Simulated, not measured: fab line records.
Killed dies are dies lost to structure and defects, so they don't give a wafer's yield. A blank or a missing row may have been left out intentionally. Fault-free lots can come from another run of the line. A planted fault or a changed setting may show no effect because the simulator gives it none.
Problem report, 8D (eight disciplines) form, completed by code | flow sky130 | the parts of the form that need people (team, actions taken, sign-off) are left out

1. PROBLEM STATEMENT
Mean of beam-energy-keV at SKY_VT_ADJUST_LVTN_IMPLANT_08: 28.748 across 6 wafers in 2 lots; on wafers with no fault it is 29.999 (standard deviation 0.01). That is -99 or more standard deviations from the usual mean.
The first sign was on wafer L189.2 at day 9 12:11, on implanter-02. Wafers with a number at this step in the record: 18, from 6 lots. Rule for "out", or "out of limits": more than 4 standard deviations from the usual mean. The other wafers with a number count as sound.

2. WHAT THIS IS AND IS NOT
question                    | is                     | is not
which readings at this step | beam-energy-keV        | -
which lots                  | L189, L191             | L180, L181, L194, L199
which wafers of those lots  | all that have a number | -
read on which tools         | implanter-02           | implanter-03, implanter-04
when                        | from day 9 12:11       | up to then (6 sound wafers); but 6 sound wafers of L194, L199 came after

3. SUSPECTS, AND WHAT RULES EACH OUT
Counting: a tool stays on the suspect list if, at a process step up to the reading, it processed all lots that are out and no sound lot following the first of them.
- implanter-02 at SKY_VT_ADJUST_LVTN_IMPLANT_08: kept. All lots that are out passed through it, beginning with L189 at day 9 12:11, and no sound lot followed; its final sound lot before that point was L181 at day 7 01:46. Out on those wafers are its own readings of beam-energy-keV.
Remaining after the count: implanter-02 at SKY_VT_ADJUST_LVTN_IMPLANT_08.

4. THE CAUSE (what the simulator had put in)
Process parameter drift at SKY_VT_ADJUST_LVTN_IMPLANT_08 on implanter-02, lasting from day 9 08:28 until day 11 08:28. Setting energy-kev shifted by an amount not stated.
The count eliminated every tool but this one.

5. THE CHAIN OF EFFECTS, in route order
Each row: a reading whose mean over the struck wafers that have a number lies more than 3 standard deviations from the usual. Scope: only readings with a usual standard deviation given in the record; hours: median across lots of the time from each lot's start at the first step in this table that gives one to its start at this step; sigmas: change in usual standard deviations.
hours | step                          | reading         | usual  | on struck wafers | change | sigmas
0     | SKY_VT_ADJUST_LVTN_IMPLANT_08 | beam-energy-keV | 29.999 | 28.748           | -1.251 | -99 or more
Process steps it contains:
- SKY_VT_ADJUST_LVTN_IMPLANT_08

6. WHAT WOULD HAVE CAUGHT IT SOONER
First out-of-limits reading in this record: day 9 12:11, which is 4 hours after fault onset at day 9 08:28.
